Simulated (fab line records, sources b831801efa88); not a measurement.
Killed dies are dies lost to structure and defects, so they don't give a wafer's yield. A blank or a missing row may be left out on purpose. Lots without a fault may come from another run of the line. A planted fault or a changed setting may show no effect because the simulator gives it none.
Which tool did it? | flow gf180mcu | 13 lots, 39 wafers sampled, at 1 step of a route of 602

WHAT THE GAUGES READ, wafer by wafer
GF_STI_CD_MEAS_12: target cd 220 nm. Usual: cd_nm 220.1 nm, standard deviation 1.2.
lot  | measured    | on        | cd_nm (nm)        | flag
L101 | day 2 03:45 | cd_sem-02 | 221.3 220.3 220.3 |
L102 | day 2 07:25 | cd_sem-01 | 220.4 220.6 221.1 |
L103 | day 2 11:22 | cd_sem-02 | 219.0 219.3 219.3 |
L104 | day 2 16:13 | cd_sem-01 | 219.4 218.9 219.1 |
L106 | day 3 02:32 | cd_sem-01 | 221.0 220.4 221.7 |
L107 | day 3 09:04 | cd_sem-01 | 220.2 219.9 219.8 |
L108 | day 3 13:33 | cd_sem-01 | 219.0 217.6 220.3 |
L109 | day 3 18:21 | cd_sem-01 | 220.9 219.1 219.5 |
L111 | day 4 04:23 | cd_sem-02 | 220.9 220.3 219.6 |
L113 | day 4 14:46 | cd_sem-01 | 219.4 219.9 218.9 |
L117 | day 5 11:36 | cd_sem-01 | 218.1 218.4 219.4 |
L123 | day 6 19:48 | cd_sem-01 | 219.8 221.0 220.3 |
L124 | day 7 00:13 | cd_sem-01 | 222.9 221.4 220.6 |

WHICH TOOL RAN EACH LOT (tool, then ch and the chambers of the sampled wafers, then the start)
The record holds no process step before these readings.

WHAT THE TOOLS THEMSELVES READ (means of the sampled wafers that have a number; where no wafer has one, the mark that the record gives instead)
The record holds no such reading with a usual standard deviation.

THE ANSWER, worked out from the rows above alone
Rule: a lot is off if the mean of its wafers that have a number lies more than 3 standard deviations from the usual mean. A lot without any number at a reading at which 4 lots or more have one is off too. The other lots that the step has rows for count as sound. The gauges are gone through in route order, then the tools' own readings, and for those a lot's mean is taken as printed above. The first step at which some lot is off is used, and at that step the reading that is off furthest; a lot without a number counts as furthest.
No lot is off at any reading shown: from this, nothing can be told.

WHAT THE SIMULATOR HAD PUT IN
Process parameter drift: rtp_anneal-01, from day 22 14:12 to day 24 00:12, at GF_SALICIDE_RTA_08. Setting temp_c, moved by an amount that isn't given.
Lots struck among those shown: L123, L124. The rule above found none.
